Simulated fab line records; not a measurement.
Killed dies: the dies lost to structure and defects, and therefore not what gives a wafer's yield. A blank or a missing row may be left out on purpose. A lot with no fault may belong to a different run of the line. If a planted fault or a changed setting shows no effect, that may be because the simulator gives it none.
fab line records	flow sky130
[record] lots = 15	wafers = 45	last_day = 50
route steps=708 shown SONOS_ONO@171 GATE_OXIDE@189 POLY_GATE@218
lots untouched by any fault: they come from a run of this same line in which no faults occurred
start_h: start of the lot's first displayed wafer, in hours after the record's first day	wait_h: hours from the lot's prior step to this one	" repeats the value in the row above	L1.1+2: a row that stands for several wafers	- value missing, or start not given	* or withheld: withheld	< > ~ a bound
route shown NAME@n: NAME is a module with steps in the file, n the number in the route of the first one	usual: the fault-free wafers' mean and standard deviation	same: alike in all rows	chamber/n: place in a boat	sites: readings site by site	_std_site: how widely they spread, as a standard deviation	_edge_site: inner sites' mean taken away from outer sites' mean	radius_mm: how far each site lies from the wafer's centre	mask NAME#n: copy n	behind: tool/chamber where the wafer was last shaped	hold: cause of the lot's hold/its duration in hours/its outcome	device: whichever transistor did not switch (one of n, p or np)	end of line: the tests these same wafers got at the end of their route	step lacking rows: just its recipe	killed: count of dies lost to structure and defects at first sort (not the wafer's yield)	map: a wafer's dies, marking killed ones x, the rest . and places with no die _
set.NAME: the setting that was run; set.NAME@STEP: the one run at that earlier step	model.NAME: the simulator's own value behind a step, which no gauge read
one table for each step of the route and one row for each wafer, over a sample of lots
services: a tool's chamber out of use, with start hour (start_h, from the record's first day; less than 0 if before it), hours out, and reason
[[steps]]
[step SKY_SONOS_ONO_THK_MEAS_03]
[recipe] reads = Si3N4_of_SONOS_ONO_CVD_02
[usual] SONOS_ONO_CVD_02_THK = 10.56/0.13
lot.wafer	tool	chamber	start_h	wait_h	SONOS_ONO_CVD_02_THK[nm]
L170.4	film_metro-03	-	254.56	0.0	10.53
L170.5	"	-	"	"	10.50
L170.6	"	-	"	"	10.58
L171.2	film_metro-01	-	260.55	0.0	10.40
L171.4	"	-	"	"	10.47
L171.5	"	-	"	"	10.59
L172.2	film_metro-03	-	270.74	0.0	10.73
L172.3	"	-	"	"	10.76
L172.6	"	-	"	"	10.64
L173.1	film_metro-04	-	290.08	0.0	10.59
L173.2	"	-	"	"	10.60
L173.3	"	-	"	"	10.55
L174.3	film_metro-04	-	300.66	0.0	10.45
L174.4	"	-	"	"	10.48
L174.6	"	-	"	"	10.40
L175.2	film_metro-03	-	309.63	0.0	10.50
L175.3	"	-	"	"	10.44
L175.4	"	-	"	"	10.48
L176.1	film_metro-04	-	310.67	0.0	10.52
L176.5	"	-	"	"	10.66
L176.6	"	-	"	"	10.56
L179.3	film_metro-04	-	328.84	0.0	10.54
L179.5	"	-	"	"	10.51
L179.6	"	-	"	"	10.54
L180.3	film_metro-04	-	335.63	0.0	10.59
L180.4	"	-	"	"	10.62
L180.6	"	-	"	"	10.51
L181.1	film_metro-01	-	345.26	0.0	10.39
L181.3	"	-	"	"	10.47
L181.4	"	-	"	"	10.43
L183.1	film_metro-04	-	361.17	0.0	10.36
L183.2	"	-	"	"	10.41
L183.4	"	-	"	"	10.48
L187.4	film_metro-03	-	397.01	0.0	10.77
L187.5	"	-	"	"	10.75
L187.6	"	-	"	"	10.72
L188.1	film_metro-04	-	406.48	0.0	10.60
L188.5	"	-	"	"	10.59
L188.6	"	-	"	"	10.55
L189.3	film_metro-01	-	432.48	0.0	10.65
L189.4	"	-	"	"	10.74
L189.5	"	-	"	"	10.72
L190.1	film_metro-01	-	448.41	0.0	10.80
L190.3	"	-	"	"	10.60
L190.6	"	-	"	"	10.71
[step SKY_GATE_OXIDE_THK_MEAS_02]
[recipe] reads = SiO2_of_GATE_OXIDE_OXIDATION_01
[usual] GATE_OXIDE_OXIDATION_00_THK = 10.32/0.2
lot.wafer	tool	chamber	start_h	wait_h	GATE_OXIDE_OXIDATION_00_THK[nm]
L170.4	film_metro-03	-	283.95	0.0	10.53
L170.5	"	-	"	"	10.55
L170.6	"	-	"	"	10.70
L171.2	film_metro-01	-	292.25	0.0	10.20
L171.4	"	-	"	"	10.06
L171.5	"	-	"	"	10.10
L172.2	film_metro-03	-	301.33	0.0	10.51
L172.3	"	-	"	"	10.50
L172.6	"	-	"	"	10.47
L173.1	film_metro-02	-	317.55	0.0	10.22
L173.2	"	-	"	"	10.09
L173.3	"	-	"	"	10.50
L174.3	film_metro-01	-	329.97	0.0	10.31
L174.4	"	-	"	"	10.38
L174.6	"	-	"	"	10.29
L175.2	film_metro-02	-	339.21	0.0	10.52
L175.3	"	-	"	"	10.77
L175.4	"	-	"	"	10.81
L176.1	film_metro-02	-	340.61	0.0	10.45
L176.5	"	-	"	"	10.38
L176.6	"	-	"	"	10.40
L179.3	film_metro-02	-	360.99	0.0	10.25
L179.5	"	-	"	"	10.02
L179.6	"	-	"	"	10.00
L180.3	film_metro-03	-	367.24	0.0	10.50
L180.4	"	-	"	"	10.21
L180.6	"	-	"	"	10.33
L181.1	film_metro-03	-	376.29	0.0	10.69
L181.3	"	-	"	"	10.42
L181.4	"	-	"	"	10.57
L183.1	film_metro-02	-	394.13	0.0	10.12
L183.2	"	-	"	"	10.12
L183.4	"	-	"	"	10.23
L187.4	film_metro-02	-	430.79	0.0	10.01
L187.5	"	-	"	"	10.16
L187.6	"	-	"	"	10.19
L188.1	film_metro-03	-	439.73	0.0	10.21
L188.5	"	-	"	"	10.27
L188.6	"	-	"	"	10.25
L189.3	film_metro-02	-	466.49	0.0	10.24
L189.4	"	-	"	"	10.25
L189.5	"	-	"	"	10.26
L190.1	film_metro-02	-	481.90	0.0	10.43
L190.3	"	-	"	"	10.31
L190.6	"	-	"	"	10.46
[step SKY_POLY_GATE_THK_MEAS_04]
[recipe] reads = Si3N4_of_POLY_GATE_CVD_03
[usual] POLY_GATE_CVD_03_THK = 75.1/0.61
lot.wafer	tool	chamber	start_h	wait_h	POLY_GATE_CVD_03_THK[nm]
L170.4	film_metro-04	-	340.25	0.0	74.8
L170.5	"	-	"	"	74.8
L170.6	"	-	"	"	74.3
L171.2	film_metro-01	-	348.04	0.0	75.3
L171.4	"	-	"	"	75.0
L171.5	"	-	"	"	75.3
L172.2	film_metro-02	-	360.13	0.0	75.3
L172.3	"	-	"	"	75.1
L172.6	"	-	"	"	75.5
L173.1	film_metro-04	-	378.18	0.0	74.0
L173.2	"	-	"	"	75.0
L173.3	"	-	"	"	74.5
L174.3	film_metro-04	-	391.83	0.0	74.8
L174.4	"	-	"	"	74.0
L174.6	"	-	"	"	74.5
L175.2	film_metro-04	-	402.19	0.0	74.6
L175.3	"	-	"	"	74.7
L175.4	"	-	"	"	74.8
L176.1	film_metro-01	-	403.54	0.0	75.8
L176.5	"	-	"	"	75.4
L176.6	"	-	"	"	75.7
L179.3	film_metro-01	-	427.08	0.0	75.4
L179.5	"	-	"	"	75.0
L179.6	"	-	"	"	74.3
L180.3	film_metro-01	-	431.43	0.0	75.2
L180.4	"	-	"	"	74.6
L180.6	"	-	"	"	74.3
L181.1	film_metro-01	-	441.68	0.0	74.9
L181.3	"	-	"	"	74.6
L181.4	"	-	"	"	74.9
L183.1	film_metro-01	-	459.88	0.0	76.0
L183.2	"	-	"	"	75.7
L183.4	"	-	"	"	75.5
L187.4	film_metro-04	-	497.78	0.0	75.3
L187.5	"	-	"	"	75.6
L187.6	"	-	"	"	75.3
L188.1	film_metro-04	-	506.18	0.0	75.8
L188.5	"	-	"	"	76.6
L188.6	"	-	"	"	75.8
L189.3	film_metro-02	-	531.55	0.0	76.1
L189.4	"	-	"	"	76.1
L189.5	"	-	"	"	76.1
L190.1	film_metro-02	-	548.63	0.0	75.7
L190.3	"	-	"	"	74.8
L190.6	"	-	"	"	75.1
[step SKY_POLY_GATE_ETCH_17]
[recipe] target_depth_nm = 180	stop_on = SiO2	over_etch_frac = 0.56667	chemistry = HBr/Cl2	target = poly-Si	icp_w = 400	bias_w = 100	pressure_mtorr = 10	HBr_flow_sccm = 150	Cl2_flow_sccm = 50	time_s = 70.5
[usual] HBr_flow_sccm = 150.0/0.45	bias_w = 100.0/0.3	drypump_motor_current_A = 5.3/0.51	oes_product_au = 0.986/0.0077	throttle_valve_pct = 33.685/0.01	time_s = 70.5/0
lot.wafer	tool	chamber	start_h	wait_h	HBr_flow_sccm	bias_w	drypump_motor_current_A	oes_product_au	rf_hours_counter_h	throttle_valve_pct	time_s
L170.4	rie_si-02	3	367.95	0.1	149.4	100.2	6.1	0.985	-	33.680	70.5
L170.5	"	2	"	"	149.7	99.9	4.7	0.986	-	33.685	70.5
L170.6	"	1	"	"	150.6	100.1	5.0	0.968	-	33.683	70.5
L171.2	rie_si-02	3	376.50	0.0	150.4	99.6	6.2	0.987	24	33.696	70.5
L171.4	"	3	"	"	149.8	100.0	6.1	0.982	-	33.675	70.5
L171.5	"	2	"	"	149.9	100.1	4.7	0.984	-	33.685	70.5
L172.2	rie_si-02	1	388.80	0.0	150.0	100.2	4.9	0.990	30	33.685	70.5
L172.3	"	2	"	"	149.3	100.2	4.7	0.993	11	33.666	70.5
L172.6	"	2	"	"	149.7	99.8	4.7	0.997	-	33.685	70.5
L173.1	rie_si-02	2	407.37	0.0	149.8	100.3	4.7	0.972	11	33.703	70.5
L173.2	"	1	"	"	150.4	99.9	5.0	0.980	30	33.699	70.5
L173.3	"	3	"	"	149.6	100.3	6.2	0.968	25	33.679	70.5
L174.3	rie_si-02	0	421.35	0.0	149.1	100.2	5.4	0.995	0	33.687	70.5
L174.4	"	3	"	"	149.9	100.1	6.2	0.984	25	33.661	70.5
L174.6	"	3	"	"	149.8	100.4	6.2	0.984	-	33.689	70.5
L175.2	rie_si-01	2	432.71	0.0	150.2	100.2	5.6	0.987	40	33.698	70.5
L175.3	"	3	"	"	149.5	100.4	5.4	0.986	4	33.667	70.5
L175.4	"	0	"	"	150.0	100.2	4.9	0.975	3	33.690	70.5
L176.1	rie_si-02	3	434.47	0.0	150.1	100.1	6.1	0.981	25	33.678	70.5
L176.5	"	1	"	"	149.8	99.8	5.0	0.988	-	33.660	70.5
L176.6	"	2	"	"	150.4	99.8	4.7	0.987	-	33.692	70.5
L179.3	rie_si-01	0	458.56	0.0	150.6	99.9	4.9	0.980	3	33.681	70.5
L179.5	"	0	"	"	150.2	99.7	4.9	0.987	-	33.688	70.5
L179.6	"	3	"	"	150.6	99.8	5.4	0.985	-	33.685	70.5
L180.3	rie_si-02	3	462.91	0.0	149.8	100.3	6.1	0.979	25	33.690	70.5
L180.4	"	0	"	"	150.5	100.3	5.4	0.998	0	33.693	70.5
L180.6	"	2	"	"	150.6	100.6	4.7	0.982	-	33.674	70.5
L181.1	rie_si-02	2	473.16	0.1	149.7	100.2	4.7	0.985	11	33.683	70.5
L181.3	"	0	"	"	150.7	99.8	5.4	0.983	0	33.666	70.5
L181.4	"	3	"	"	149.8	100.5	6.1	0.978	25	33.690	70.5
L183.1	rie_si-02	0	490.91	0.0	150.1	100.1	5.4	0.989	0	33.691	70.5
L183.2	"	2	"	"	149.9	100.3	4.7	0.980	11	33.685	70.5
L183.4	"	3	"	"	150.6	100.2	6.1	0.972	25	33.682	70.5
L187.4	rie_si-02	1	528.37	0.0	-	-	-	-	-	-	-
L187.5	"	0	"	"	-	-	-	-	-	-	-
L187.6	"	1	"	"	-	-	-	-	-	-	-
L188.1	rie_si-01	1	536.26	0.0	-	-	-	-	-	-	-
L188.5	"	1	"	"	-	-	-	-	-	-	-
L188.6	"	0	"	"	-	-	-	-	-	-	-
L189.3	rie_si-02	0	561.36	0.0	-	-	-	-	-	-	-
L189.4	"	1	"	"	-	-	-	-	-	-	-
L189.5	"	3	"	"	-	-	-	-	-	-	-
L190.1	rie_si-02	3	578.57	0.0	149.3	99.9	6.1	0.969	26	33.686	70.5
L190.3	"	1	"	"	150.2	99.9	5.0	0.981	31	33.680	70.5
L190.6	"	1	"	"	150.0	100.1	5.0	0.995	-	33.657	70.5
[step SKY_POLY_GATE_STRIP_18]
[recipe] chemistry = O2/N2	power_w = 1400	pressure_mtorr = 1500	platen_temp_c = withheld	o2_flow_sccm = 3000	n2_flow_sccm = 300	overash_fraction = 0.5
[usual] drypump_motor_current_A = 5.6/0.47	oes_product_au = 0.362/0.0046	strip_time_to_endpoint_s = 3.19/0.041
[same] overash_fraction = 0.5
lot.wafer	tool	chamber	start_h	wait_h	drypump_motor_current_A	oes_product_au	rf_hours_counter_h	strip_time_to_endpoint_s
L170.4	plasma_asher-03	0	368.01	0.0	5.4	0.365	-	3.26
L170.5	"	0	"	"	5.4	0.364	-	3.15
L170.6	"	1	"	"	6.4	0.362	-	3.17
L171.2	plasma_asher-04	0	376.55	0.0	5.6	0.360	74	3.20
L171.4	"	0	"	"	5.6	0.362	-	3.24
L171.5	"	0	"	"	5.6	0.368	-	3.22
L172.2	plasma_asher-04	1	388.85	0.0	5.9	0.354	76	3.16
L172.3	"	1	"	"	5.9	0.358	-	3.18
L172.6	"	0	"	"	5.6	0.371	-	3.17
L173.1	plasma_asher-03	0	407.43	0.0	5.4	0.364	27	3.24
L173.2	"	1	"	"	6.4	0.362	27	3.19
L173.3	"	0	"	"	5.4	0.354	-	3.28
L174.3	plasma_asher-03	1	421.44	0.1	6.4	0.364	-	3.17
L174.4	"	0	"	"	5.4	0.366	-	3.25
L174.6	"	0	"	"	5.4	0.369	-	3.27
L175.2	plasma_asher-03	0	432.76	0.0	5.4	0.357	29	3.22
L175.3	"	1	"	"	6.5	0.351	-	3.12
L175.4	"	0	"	"	5.4	0.356	-	3.16
L176.1	plasma_asher-03	0	434.53	0.0	5.4	0.361	29	3.20
L176.5	"	0	"	"	5.4	0.366	-	3.23
L176.6	"	1	"	"	6.5	0.367	-	3.19
L179.3	plasma_asher-03	0	458.65	0.1	5.4	0.364	-	3.19
L179.5	"	1	"	"	6.4	0.363	-	3.22
L179.6	"	0	"	"	5.4	0.362	-	3.13
L180.3	plasma_asher-01	1	463.00	0.1	5.2	0.365	-	3.15
L180.4	"	0	"	"	5.1	0.366	-	3.18
L180.6	"	1	"	"	5.2	0.364	-	3.15
L181.1	plasma_asher-01	1	473.22	0.0	5.2	0.369	54	3.22
L181.3	"	0	"	"	5.2	0.356	-	3.09
L181.4	"	1	"	"	5.2	0.369	-	3.22
L183.1	plasma_asher-04	1	490.96	0.0	5.9	0.364	86	3.15
L183.2	"	0	"	"	5.6	0.361	86	3.22
L183.4	"	1	"	"	5.9	0.359	-	3.16
L187.4	plasma_asher-01	1	528.46	0.1	5.2	0.409	-	4.19
L187.5	"	1	"	"	5.2	0.403	-	4.18
L187.6	"	0	"	"	5.1	0.398	-	4.25
L188.1	plasma_asher-03	0	536.31	0.0	5.4	0.406	38	4.26
L188.5	"	1	"	"	6.4	0.407	-	4.21
L188.6	"	0	"	"	5.4	0.412	-	4.28
L189.3	plasma_asher-01	0	561.45	0.1	5.1	0.409	-	4.22
L189.4	"	1	"	"	5.2	0.401	-	4.25
L189.5	"	0	"	"	5.2	0.396	-	4.15
L190.1	plasma_asher-01	0	578.63	0.0	5.1	0.354	65	3.18
L190.3	"	1	"	"	5.2	0.365	-	3.22
L190.6	"	0	"	"	5.2	0.361	-	3.14
[[services]]
tool	chamber	start_h	hours	kind
plasma_asher-01	-	346.25	8.3	repair
rie_si-02	0	347.10	38.4	repair
rie_si-02	0	406.93	-	clean
rie_si-02	0	406.93	11.5	scheduled_down
rie_si-02	0	406.93	11.5	vent_cycle
plasma_asher-03	-	412.14	1.6	repair
plasma_asher-01	-	452.35	1.1	repair
rie_si-01	1	457.64	-	clean
rie_si-01	1	457.64	22.0	scheduled_down
rie_si-01	1	457.64	22.0	vent_cycle
rie_si-02	1	478.47	5.6	repair
plasma_asher-03	-	480.24	14.7	repair
rie_si-02	0	481.92	6.0	repair
plasma_asher-01	-	487.71	1.3	repair
plasma_asher-03	-	506.24	0.6	repair
rie_si-01	-	545.25	28.1	pm
rie_si-01	2	573.35	-	clean
rie_si-01	2	573.35	25.6	scheduled_down
rie_si-01	2	573.35	25.6	vent_cycle
rie_si-01	-	575.26	5.5	repair
[[key]]
[first_sign] step = SKY_POLY_GATE_ETCH_17	reading = tool_record	direction = missing
[effect] step = SKY_POLY_GATE_STRIP_18	reading = strip_time_to_endpoint_s	direction = up	sigmas = 25	usual = *	struck = *
met_at SKY_POLY_GATE_ETCH_17
struck_lots L187,L188,L189
later_rows_left_out L187.4,L187.5,L187.6,L188.1,L188.5,L188.6,L189.3,L189.4,L189.5
sort_left_out L187.4,L187.5,L187.6,L188.1,L188.5,L188.6,L189.3,L189.4,L189.5
tester_left_out L187,L188,L189
not_acting_at SKY_SONOS_ONO_THK_MEAS_03,SKY_GATE_OXIDE_THK_MEAS_02,SKY_POLY_GATE_THK_MEAS_04
onset_between 490.91 528.37
[fault] kind = skipped_step_whole	tool = rie_si-01,rie_si-02	chamber = -	onset_h = 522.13	steps = SKY_POLY_GATE_ETCH_17	scope = struck_lots_only
// tester_left_out: of these lots the tester's yield and bins aren't shown, on N5 and GAA mostly nor the transistor test; their killed dies are dies lost to structure and defects alone, not to doping, threshold or leakage, so they don't give the yield
// sort_left_out: the simulated sort isn't trusted on such a fault, so these wafers' sort isn't shown, and their yield isn't known
// later_rows_left_out: the simulator's readings of these wafers behind a module that went badly wrong aren't trusted and aren't shown, but for the sort
